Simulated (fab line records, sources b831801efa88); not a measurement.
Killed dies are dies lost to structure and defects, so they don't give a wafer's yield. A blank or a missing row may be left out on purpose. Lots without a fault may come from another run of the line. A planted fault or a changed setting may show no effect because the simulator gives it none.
A struck lot beside a sound one | flow sky130 | 14 steps out of a route of 708
Sound: wafers L328.2, L328.3, L328.4. Struck: wafers L333.1, L333.2, L333.5. The cause comes at the end.
At each step with rows: each side's tool, then ch and its chambers, then its first start. Under that, the readings that differ: sound wafers | struck wafers | difference of the means | sigmas: that difference in standard deviations of wafers without a fault.
alike: readings whose means differ by less than 2 such deviations, and words and numbers that are the same on both sides. not compared: withheld readings, readings that some wafer has no value for, bounds like >300 that may hide the same value, and numbers for which the record gives no deviation and whose values overlap.
The two part at a step that has a row with sigmas, a row that says differs or no value, or rows on one side only. Numbers that don't overlap but have no deviation are shown without sigmas and don't part them. A reading that every wafer of one side lacks parts them only if that side has two wafers or more.

SKY_LI_CONTACT_CVD_21: deposits W, target thk 400 nm, time 120.56 s.
  sound on cvd_w-01 ch 0,1, day 32 23:28; struck on cvd_w-02 ch 0,1, day 34 12:43
  alike: heater_power_w
SKY_LI_CONTACT_RS_MEAS_22: measures by four-point-probe.
  sound on film_metro-02, day 32 23:37; struck on film_metro-02, day 34 12:50
  alike: LI_CONTACT_W_RS
SKY_LI_CONTACT_THK_MEAS_23: measures by xrf.
  sound on film_metro-02, day 32 23:43; struck on film_metro-02, day 34 12:58
  alike: LI_CONTACT_W_THK
SKY_LI_CONTACT_CMP_24: polishes, stops on PSG, t overpolish 20 s, target thk 0 nm.
  sound on cmp-02 ch 0,1,3, day 32 23:46; struck on cmp-02 ch 0,3, day 34 13:01
  alike: motor_current_A, overpolish_run_s, time_to_endpoint_s
SKY_LOCAL_INTERCONNECT_SPUTTER_00: material TiN, target thk 100 nm, time 83.3 s.
  sound on pvd_sputter-02, day 33 00:04; struck on pvd_sputter-01, day 34 13:19
  alike: throttle_valve_pct
SKY_LOCAL_INTERCONNECT_RS_MEAS_01: measures by four-point-probe.
  sound on film_metro-04, day 33 00:09; struck on film_metro-04, day 34 13:23
  reading                            | sound             | struck            | difference | sigmas
  LOCAL_INTERCONNECT_TIN_RS (ohm/sq) | 14.47 14.40 14.41 | 14.61 14.76 14.73 | +0.27      | +2
SKY_LOCAL_INTERCONNECT_THK_MEAS_02: measures by xrf.
  sound on film_metro-04, day 33 00:16; struck on film_metro-04, day 34 13:30
  reading                         | sound          | struck         | difference | sigmas
  LOCAL_INTERCONNECT_TIN_THK (nm) | 99.5 99.9 99.8 | 98.3 96.9 97.3 | -2.2       | -2
then, 5 steps without rows for these wafers: SKY_LOCAL_INTERCONNECT_DEHYDRATE_03 (time 60 s); SKY_LOCAL_INTERCONNECT_HMDS_04 (prime time 60 s); SKY_LOCAL_INTERCONNECT_COAT_05 (resist thk 60 nm); SKY_LOCAL_INTERCONNECT_COAT_06 (resist thk 450 nm); SKY_LOCAL_INTERCONNECT_SOFTBAKE_07 (time 90 s).
SKY_LOCAL_INTERCONNECT_EXPOSE_08: exposes mask LI1M, target cd 170 nm.
  sound on krf_scanner-01 ch 0, day 33 14:14; struck on krf_scanner-02, day 35 03:10
  no value came back on the struck wafers for exposure_dose_mJ_cm2, focus_offset_nm (nm); on the sound wafers exposure_dose_mJ_cm2 reads 27.977 27.994 28.012
  alike: mask
then, 1 step without rows for these wafers: SKY_LOCAL_INTERCONNECT_PEB_09.

WHERE THEY PART
First at SKY_LOCAL_INTERCONNECT_RS_MEAS_01; last, within this record, at SKY_LOCAL_INTERCONNECT_EXPOSE_08.

WHY: what the simulator had put in
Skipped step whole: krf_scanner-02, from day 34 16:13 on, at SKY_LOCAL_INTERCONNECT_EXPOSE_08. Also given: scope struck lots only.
